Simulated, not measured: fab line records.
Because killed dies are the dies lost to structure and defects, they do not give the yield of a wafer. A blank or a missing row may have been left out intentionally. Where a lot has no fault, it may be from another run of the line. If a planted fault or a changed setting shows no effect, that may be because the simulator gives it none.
The tool behind it: which one? + flow gf180mcu + Sampling: 24 lots, 72 wafers, 2 of 602 route steps

WHAT THE GAUGES READ, wafer by wafer
GF_M3_OVL_MEAS_15. Usual: M3_OVL typically reads 1 nm, with standard deviation 7.5.
| lot  | measured     | on         | M3_OVL (nm) | flag |
|------|--------------|------------|-------------|------|
| L074 | day 21 05:19 | overlay-02 | -6 -2 4     |      |
| L075 | day 21 17:14 | overlay-02 | 4 -1 -5     |      |
| L076 | day 22 02:32 | overlay-01 | 18 4 5      |      |
| L077 | day 22 16:33 | overlay-02 | 2 -6 0      |      |
| L078 | day 23 00:11 | overlay-02 | 10 8 -1     |      |
| L079 | day 23 06:01 | overlay-02 | 1 2 -3      |      |
| L080 | day 23 13:56 | overlay-01 | -6 -3 -9    |      |
| L081 | day 24 00:20 | overlay-02 | -7 -9 -8    |      |
| L082 | day 24 08:33 | overlay-01 | 16 -1 3     |      |
| L083 | day 24 14:59 | overlay-01 | -2 -8 -5    |      |
| L084 | day 25 01:58 | overlay-01 | -4 12 1     |      |
| L085 | day 25 11:22 | overlay-02 | 14 12 2     |      |
| L086 | day 25 15:04 | overlay-01 | -1 -1 2     |      |
| L087 | day 25 21:17 | overlay-02 | 2 -3 2      |      |
| L088 | day 26 07:23 | overlay-01 | 0 5 9       |      |
| L089 | day 26 14:51 | overlay-02 | 4 6 8       |      |
| L090 | day 26 22:05 | overlay-02 | 3 -3 -5     |      |
| L091 | day 27 05:59 | overlay-02 | -14 -8 -5   |      |
| L092 | day 27 18:20 | overlay-01 | -1 -6 -1    |      |
| L093 | day 27 17:40 | overlay-01 | 4 9 1       |      |
| L094 | day 28 00:16 | overlay-01 | -1 7 6      |      |
| L095 | day 28 08:07 | overlay-02 | 1 8 -3      |      |
| L096 | day 28 12:35 | overlay-01 | -15 -3 -4   |      |
| L097 | day 28 20:10 | overlay-01 | 20 10 5     |      |

EACH LOT AND THE TOOL THAT RAN IT (in order: tool; ch and the chambers of the sampled wafers; start)
| lot  | GF_M1_METAL_ETCH_16               |
|------|-----------------------------------|
| L074 | rie metal-04 ch 0,1, day 16 23:08 |
| L075 | rie metal-04 ch 0,1, day 17 09:47 |
| L076 | rie metal-02 ch 0,1, day 17 20:02 |
| L077 | rie metal-04 ch 0,1, day 18 08:46 |
| L078 | rie metal-03 ch 0,1, day 18 18:03 |
| L079 | rie metal-03 ch 0, day 18 23:58   |
| L080 | rie metal-02 ch 0,1, day 19 07:49 |
| L081 | rie metal-04 ch 0,1, day 19 18:43 |
| L082 | rie metal-02 ch 0,1, day 20 04:52 |
| L083 | rie metal-04 ch 0,1, day 20 13:10 |
| L084 | rie metal-03 ch 0,1, day 20 23:38 |
| L085 | rie metal-03 ch 0,1, day 21 10:47 |
| L086 | rie metal-02 ch 0,1, day 21 14:52 |
| L087 | rie metal-02 ch 0,1, day 21 21:23 |
| L088 | rie metal-04 ch 0,1, day 22 08:23 |
| L089 | rie metal-03 ch 0,1, day 22 17:28 |
| L090 | rie metal-04 ch 0,1, day 23 00:59 |
| L091 | rie metal-02 ch 0,1, day 23 09:55 |
| L092 | rie metal-03 ch 1, day 23 22:12   |
| L093 | rie metal-04 ch 0,1, day 23 23:07 |
| L094 | rie metal-03 ch 1, day 24 05:44   |
| L095 | rie metal-02 ch 0,1, day 24 15:35 |
| L096 | rie metal-02 ch 0,1, day 24 20:47 |
| L097 | rie metal-02 ch 0,1, day 25 04:46 |
- GF_M1_METAL_ETCH_16: etches the open film in Cl2/BCl3, stops on SiO2, target depth 750.8 nm, time 125.1 s.

WHAT THE TOOLS THEMSELVES READ (means of the sampled wafers that have a number; where no wafer has one, the mark that the record gives instead)
GF_M1_METAL_ETCH_16. Usual: drypump motor current A 5.7 A, standard deviation 0.4; oes product au 0.990 a.u., standard deviation 0.0054; throttle valve pct 28.230 %, standard deviation 0.009.
| lot  | tool         | drypump motor current A (A) | oes product au (a.u.) | throttle valve pct (%) | flag |
|------|--------------|-----------------------------|-----------------------|------------------------|------|
| L074 | rie metal-04 | 5.5                         | 0.986                 | 28.243                 |      |
| L075 | rie metal-04 | 5.5                         | 0.991                 | 28.237                 |      |
| L076 | rie metal-02 | 5.2                         | 0.995                 | 28.227                 |      |
| L077 | rie metal-04 | 5.6                         | 0.983                 | 28.235                 |      |
| L078 | rie metal-03 | 6.2                         | 0.995                 | 28.218                 |      |
| L079 | rie metal-03 | 6.1                         | 0.988                 | 28.232                 |      |
| L080 | rie metal-02 | 5.5                         | 0.983                 | 28.242                 |      |
| L081 | rie metal-04 | 5.6                         | 0.988                 | 28.230                 |      |
| L082 | rie metal-02 | 5.5                         | 0.992                 | 28.225                 |      |
| L083 | rie metal-04 | 5.6                         | 0.990                 | 28.234                 |      |
| L084 | rie metal-03 | 6.2                         | 0.993                 | 28.227                 |      |
| L085 | rie metal-03 | 6.2                         | 0.991                 | 28.229                 |      |
| L086 | rie metal-02 | 5.5                         | 0.991                 | 28.236                 |      |
| L087 | rie metal-02 | 5.2                         | 0.991                 | 28.234                 |      |
| L088 | rie metal-04 | 5.6                         | 0.992                 | 28.227                 |      |
| L089 | rie metal-03 | 6.2                         | 0.988                 | 28.236                 |      |
| L090 | rie metal-04 | 5.6                         | 0.985                 | 28.229                 |      |
| L091 | rie metal-02 | 5.2                         | 0.991                 | 28.223                 |      |
| L092 | rie metal-03 | 6.2                         | 0.992                 | 28.223                 |      |
| L093 | rie metal-04 | 5.6                         | 0.989                 | 28.237                 |      |
| L094 | rie metal-03 | 6.2                         | 0.994                 | 28.222                 |      |
| L095 | rie metal-02 | 5.2                         | 0.991                 | 28.225                 |      |
| L096 | rie metal-02 | 5.5                         | 0.989                 | 28.221                 |      |
| L097 | rie metal-02 | 5.2                         | 0.993                 | 28.223                 |      |

THE ANSWER, worked out from the rows above alone
Rule: a lot is off if the mean of its wafers that have a number lies more than 3 standard deviations from the usual mean. A lot without any number at a reading at which 4 lots or more have one is off too. Where the step has rows for the other lots, those lots are counted as sound. Order of review: gauges by route order, followed by the tools' own readings, for which a lot's mean as printed above is used. The first step at which some lot is off is used, and at that step the reading that is off furthest; a lot without a number counts as furthest.
Across all readings shown, no lot is off: no conclusion can be drawn from this.

WHAT HAD BEEN PUT IN BY THE SIMULATOR
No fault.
